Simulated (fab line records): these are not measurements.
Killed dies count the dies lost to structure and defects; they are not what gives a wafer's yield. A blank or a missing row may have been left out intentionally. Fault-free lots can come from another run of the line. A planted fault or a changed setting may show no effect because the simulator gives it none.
Which tool did it? / flow sky130 / 39 wafers from 13 lots sampled at 2 of the route's 708 steps

WHAT EACH GAUGE READ, for each wafer
SKY_VIA2_RS_MEAS_22: uses a four-point probe to measure. Usual: for VIA2_W_RS the level is 0.272 ohm/sq and the standard deviation is 0.0048.
lot=L510; measured=day 36 08:46; on=film_metro-03; VIA2_W_RS (ohm/sq)=0.273 0.262 0.272; flag=
lot=L513; measured=day 37 09:55; on=film_metro-02; VIA2_W_RS (ohm/sq)=0.279 0.276 0.277; flag=
lot=L514; measured=day 37 22:57; on=film_metro-02; VIA2_W_RS (ohm/sq)=0.270 0.271 0.263; flag=
lot=L516; measured=day 38 00:26; on=film_metro-02; VIA2_W_RS (ohm/sq)=0.274 0.275 0.276; flag=
lot=L515; measured=day 38 01:10; on=film_metro-02; VIA2_W_RS (ohm/sq)=0.276 0.275 0.275; flag=
lot=L519; measured=day 39 13:32; on=film_metro-02; VIA2_W_RS (ohm/sq)=0.273 0.278 0.275; flag=
lot=L520; measured=day 39 21:11; on=film_metro-03; VIA2_W_RS (ohm/sq)=0.275 0.271 0.264; flag=
lot=L521; measured=day 40 04:26; on=film_metro-04; VIA2_W_RS (ohm/sq)=0.276 0.267 0.269; flag=
lot=L523; measured=day 40 11:09; on=film_metro-02; VIA2_W_RS (ohm/sq)=0.273 0.270 0.273; flag=
lot=L525; measured=day 41 11:53; on=film_metro-02; VIA2_W_RS (ohm/sq)=0.278 0.276 0.276; flag=
lot=L527; measured=day 42 03:01; on=film_metro-02; VIA2_W_RS (ohm/sq)=0.277 0.269 0.278; flag=
lot=L526; measured=day 42 04:35; on=film_metro-04; VIA2_W_RS (ohm/sq)=0.268 0.264 0.275; flag=
lot=L528; measured=day 42 05:13; on=film_metro-04; VIA2_W_RS (ohm/sq)=0.265 0.274 0.266; flag=

WHAT TOOL EACH LOT RAN ON (gives the tool, then ch and the chambers of the sampled wafers, and finally the start)
lot=L510; SKY_VIA2_SPUTTER_20=pvd_sputter-03, day 36 08:32
lot=L513; SKY_VIA2_SPUTTER_20=pvd_sputter-02, day 37 09:43
lot=L514; SKY_VIA2_SPUTTER_20=pvd_sputter-03, day 37 22:46
lot=L516; SKY_VIA2_SPUTTER_20=pvd_sputter-03, day 38 00:15
lot=L515; SKY_VIA2_SPUTTER_20=pvd_sputter-03, day 38 00:59
lot=L519; SKY_VIA2_SPUTTER_20=pvd_sputter-04, day 39 13:21
lot=L520; SKY_VIA2_SPUTTER_20=pvd_sputter-04, day 39 21:00
lot=L521; SKY_VIA2_SPUTTER_20=pvd_sputter-03, day 40 04:14
lot=L523; SKY_VIA2_SPUTTER_20=pvd_sputter-03, day 40 10:56
lot=L525; SKY_VIA2_SPUTTER_20=pvd_sputter-04, day 41 11:41
lot=L527; SKY_VIA2_SPUTTER_20=pvd_sputter-03, day 42 02:49
lot=L526; SKY_VIA2_SPUTTER_20=pvd_sputter-02, day 42 04:23
lot=L528; SKY_VIA2_SPUTTER_20=pvd_sputter-04, day 42 04:59
- SKY_VIA2_SPUTTER_20: material TiN, target thk 20 nm, time 80 s.

WHAT THE TOOLS THEMSELVES READ (means of the sampled wafers that have a number; where no wafer has one, the mark that the record gives instead)
SKY_VIA2_SPUTTER_20. Usual: 29.9 % for throttle_valve_pct, sd 1.5.
lot=L510; tool=pvd_sputter-03; throttle_valve_pct (%)=29.7; flag=
lot=L513; tool=pvd_sputter-02; throttle_valve_pct (%)=31.0; flag=
lot=L514; tool=pvd_sputter-03; throttle_valve_pct (%)=30.4; flag=
lot=L516; tool=pvd_sputter-03; throttle_valve_pct (%)=29.8; flag=
lot=L515; tool=pvd_sputter-03; throttle_valve_pct (%)=29.9; flag=
lot=L519; tool=pvd_sputter-04; throttle_valve_pct (%)=29.5; flag=
lot=L520; tool=pvd_sputter-04; throttle_valve_pct (%)=30.5; flag=
lot=L521; tool=pvd_sputter-03; throttle_valve_pct (%)=29.8; flag=
lot=L523; tool=pvd_sputter-03; throttle_valve_pct (%)=30.1; flag=
lot=L525; tool=pvd_sputter-04; throttle_valve_pct (%)=29.9; flag=
lot=L527; tool=pvd_sputter-03; throttle_valve_pct (%)=30.4; flag=
lot=L526; tool=pvd_sputter-02; throttle_valve_pct (%)=30.5; flag=
lot=L528; tool=pvd_sputter-04; throttle_valve_pct (%)=28.3; flag=

THE ANSWER, worked out from the rows above alone
Rule: lot off if the mean of its wafers having a number is beyond 3 standard deviations from the usual mean. Also off: a lot with no number at a reading for which 4 or more lots have one. All remaining lots with rows at the step are treated as sound. Order of review: gauges by route order, followed by the tools' own readings, for which a lot's mean as printed above is used. The first step at which some lot is off is used, and at that step the reading that is off furthest; a lot without a number counts as furthest.
No lot is off on any of the readings shown, so nothing can be concluded from this.

WHAT THE SIMULATOR HAD INSERTED
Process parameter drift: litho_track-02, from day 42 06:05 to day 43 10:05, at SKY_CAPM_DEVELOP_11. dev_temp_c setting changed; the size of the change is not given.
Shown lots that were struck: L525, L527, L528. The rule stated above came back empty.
